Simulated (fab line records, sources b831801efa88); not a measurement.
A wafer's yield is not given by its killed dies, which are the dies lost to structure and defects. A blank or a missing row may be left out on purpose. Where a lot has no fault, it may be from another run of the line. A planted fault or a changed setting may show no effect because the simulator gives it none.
Problem report, 8D (eight disciplines) form, completed by code	flow sky130	the parts of the form that need people (team, actions taken, sign-off) are left out

## 1. THE PROBLEM
At SKY_VIA1_SOFTBAKE_08, plateTempC averages 96.09 C over 6 wafers from 2 lots, while fault-free wafers read 99.99 C, standard deviation 0.12. Measured from the usual mean, that is -32 standard deviations.
The step: time 90 s.
The first sign was on wafer L795.1 at day 38 06:00, on lithoTrack-01. At this step, 36 wafers from 12 lots have a number in the record. Rule for "out" (also "out of limits"): further than 4 standard deviations from the usual mean. All remaining wafers that have a number are taken as sound.

## 2. WHAT IT IS; WHAT IT IS NOT
question	is	is not
which readings at this step	plateTempC, heaterPowerTotalW	-
which lots	L795, L796	L782, L784, L785, L786, L788, L791, L798, L799, L802, L803
which wafers of those lots	all that have a number	-
read on which tools	lithoTrack-01	lithoTrack-02, lithoTrack-03
when	from day 38 06:00	up to then (18 sound wafers); but 12 sound wafers of L798, L799, L802, L803 came after

## 3. WHAT RULES OUT EACH SUSPECT
Counting: a tool at a process step up to the reading stays a suspect if it ran every lot that is out and no sound lot after the first of them.
- lithoTrack-01 at SKY_VIA1_SOFTBAKE_08 (time 90 s): kept. Every lot that is out went through it, starting with L795 (day 38 06:00), and after that it ran no sound lot; the last sound lot it ran before then is L788 (day 36 00:00). Out on those wafers are its own readings of heaterPowerTotalW, plateTempC.
The count leaves lithoTrack-01 at SKY_VIA1_SOFTBAKE_08.

## 4. THE CAUSE (what the simulator had put in)
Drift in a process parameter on lithoTrack-01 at SKY_VIA1_SOFTBAKE_08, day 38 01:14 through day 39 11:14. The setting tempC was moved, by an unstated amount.
Only this tool survived the counting.

## 5. SEQUENCE OF EFFECTS, ordered by route
One row per reading whose mean, taken over the struck wafers that have a number, lies over 3 standard deviations from the usual. Only readings for which the record gives a usual standard deviation are gone through. hours: the time from each lot's start at the first step in this table that gives one to its start at this step, as a median over the lots. sigmas: the change in usual standard deviations.
hours	step	reading	usual	on struck wafers	change	sigmas
0	SKY_VIA1_SOFTBAKE_08	heaterPowerTotalW	57.37 W	54.23	-3.14	-26
0	SKY_VIA1_SOFTBAKE_08	plateTempC	99.99 C	96.09	-3.90	-32
Here are the process steps it includes:
- SKY_VIA1_SOFTBAKE_08: time 90 s.

## 6. HOW IT WOULD HAVE BEEN CAUGHT EARLIER
In this record no reading fell out of limits until day 38 06:00, 5 hours after the fault had begun at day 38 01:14.
